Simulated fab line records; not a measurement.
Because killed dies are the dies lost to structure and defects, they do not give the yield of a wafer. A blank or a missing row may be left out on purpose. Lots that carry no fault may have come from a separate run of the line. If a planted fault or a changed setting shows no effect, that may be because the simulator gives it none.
2 desks looking at one fault ; flow gf180mcu ; only its own numbers are on each desk; what lay behind them is given at the end

== AT THE TOOL OWNER'S DESK: implanter-01 ==
The tool's own readings at GF_NSD_IMPLANT_09, given as means over the sampled wafers that have a number, one for each lot that went through this tool. Marked OUT: a lot whose mean sits more than 4 standard deviations from the usual mean, which makes it out of limits; the brackets give that distance.
Columns: A = beam_on_s at GF_NSD_IMPLANT_09, usual 18.9 s; B = end_station_pressure_torr at GF_NSD_IMPLANT_09, usual 1.28e-05 Torr; C = faraday_current_uA at GF_NSD_IMPLANT_09, usual 11700
lot;first seen here;A;B;C
L325;day 14 18:34;19.8;1.22e-05;11071
L332;day 16 20:23;19.2;1.24e-05;11451
L334;day 17 10:51;19.6;1.23e-05;11213
L337;day 18 15:49;27.6 (+4.6) OUT;1.14e-05;7963
L336;day 18 17:32;27.6 (+4.6) OUT;1.12e-05;7952
L340;day 19 11:32;27.0 (+4.2) OUT;1.13e-05;8150
Finding of this desk: L336, L337, L340 out of limits; the first was L337 at day 18 15:49, on beam_on_s at GF_NSD_IMPLANT_09. L325, L332, L334 stayed within limits.

== METROLOGY DESK ==
Lot by lot, what the gauges showed, no matter which tool ran the lot: averages of those sampled wafers that carry a number. Marked OUT: a lot whose mean sits more than 4 standard deviations from the usual mean, which makes it out of limits; the brackets give that distance.
Columns: A = STI_OXIDATION_02_THK at GF_STI_THK_MEAS_30, usual 9.97 nm; B = HV_LDD_CVD_56_THK at GF_HV_LDD_THK_MEAS_57, usual 89.9 nm; C = NSD_RS at GF_PSD_RS_MEAS_14, usual 46.10 ohm/sq
lot;first seen here;A;B;C
L325;day 3 04:29;9.76;89.8;46.27
L330;day 4 01:28;10.22;88.3;46.06
L332;day 4 10:35;9.98;89.9;46.16
L334;day 4 21:08;10.00;89.9;46.13
L336;day 5 11:59;10.13;90.4;44.68 (-17) OUT
L337;day 5 15:15;9.88;90.4;44.82 (-16) OUT
L338;day 5 17:43;9.83;89.6;46.09
L339;day 5 23:31;9.47;89.2;46.09
L340;day 6 04:33;10.02;89.8;44.63 (-18) OUT
L341;day 6 12:03;9.99;90.0;46.17
L345;day 7 04:00;10.12;90.8;46.04
Finding of this desk: L336, L337, L340 out of limits, first seen on L337 at day 19 17:11 (NSD_RS at GF_PSD_RS_MEAS_14). L325, L330, L332, L334, L338, L339, L341, L345 stayed within limits.

== PUT TOGETHER ==
At day 18 15:49, on L336, L337, L340, the tool owner's desk was in a position to raise an alarm.
At day 19 17:11 the metrology desk could have sounded an alarm, on L336, L337, L340.
On implanter-01, each named lot ran GF_NSD_IMPLANT_09.

== WHAT THE SIMULATOR HAD INSERTED ==
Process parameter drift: implanter-01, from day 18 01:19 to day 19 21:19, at GF_NSD_IMPLANT_09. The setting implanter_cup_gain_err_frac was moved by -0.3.
Lots struck among those shown: L336, L337, L340.
Fault start to first reading out of limits, in hours, per desk: tool owner, 15; metrology, 40.
